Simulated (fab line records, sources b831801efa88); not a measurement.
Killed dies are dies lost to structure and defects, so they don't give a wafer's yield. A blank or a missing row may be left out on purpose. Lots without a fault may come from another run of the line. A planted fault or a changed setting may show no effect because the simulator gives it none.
Chamber matching | flow gf180mcu | GF_V3_CMP_26 on cmp-01: 4 sister chambers
The step polishes, stops on SiO2, t overpolish 15 s, target thk 0 nm. 8 wafers are shown with their chamber, then 10 later ones without.

WAFERS WITH THEIR CHAMBER
wafer  | chamber | motor_current_A (A) | time_to_endpoint_s (s)
L083.6 | 1       | 9.7                 | 83
L087.2 | 0       | 10.0                | 94
L087.3 | 2       | 10.0                | 89
L089.1 | 2       | 9.9                 | 88
L089.2 | 1       | 10.1                | 88
L089.6 | 3       | 12.0                | 88
L089.3 | 3       | 12.1                | 93
L089.4 | 0       | 10.5                | 87

WAFERS WITHOUT THEIR CHAMBER
wafer  | motor_current_A (A) | time_to_endpoint_s (s)
L089.5 | 10.0                | 88
L090.1 | 11.7                | 92
L090.3 | 10.0                | 86
L090.6 | 11.4                | 89
L090.2 | 10.3                | 89
L090.4 | 10.1                | 87
L090.5 | 9.8                 | 85
L094.1 | 10.8                | 89
L094.3 | 11.3                | 86
L094.4 | 10.1                | 88

WHICH CHAMBER EACH WENT THROUGH
wafer  | from the rows above          | in truth
L089.5 | can't be placed: 2 or 1 or 0 | 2
L090.1 | 3                            | 3
L090.3 | can't be placed: 1 or 2 or 0 | 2
L090.6 | 3                            | 3
L090.2 | can't be placed: 0 or 2 or 1 | 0
L090.4 | can't be placed: 2 or 1 or 0 | 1
L090.5 | can't be placed: 1 or 2      | 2
L094.1 | can't be placed: 0 or 2 or 1 | 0
L094.3 | can't be placed: 3 or 0      | 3
L094.4 | can't be placed: 2 or 0 or 1 | 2
Placed correctly: 2 of 10. Can't be placed from these rows: 8 (the true chamber is among the candidates in 8). Placed wrongly: 0.
How it was worked out, from the rows above alone: a wafer's distance from a chamber is the root of the sum, over the readings, of the square of ((its reading less the chamber's mean) divided by the reading's scatter). The wafer belongs to the nearest chamber; if the next one is less than 2 further off, it can't be placed. A chamber's mean is the mean of its shown wafers. The scatter: the root of (the sum of the squares of (reading less its chamber's mean) over the shown wafers, divided by (wafers less chambers)).
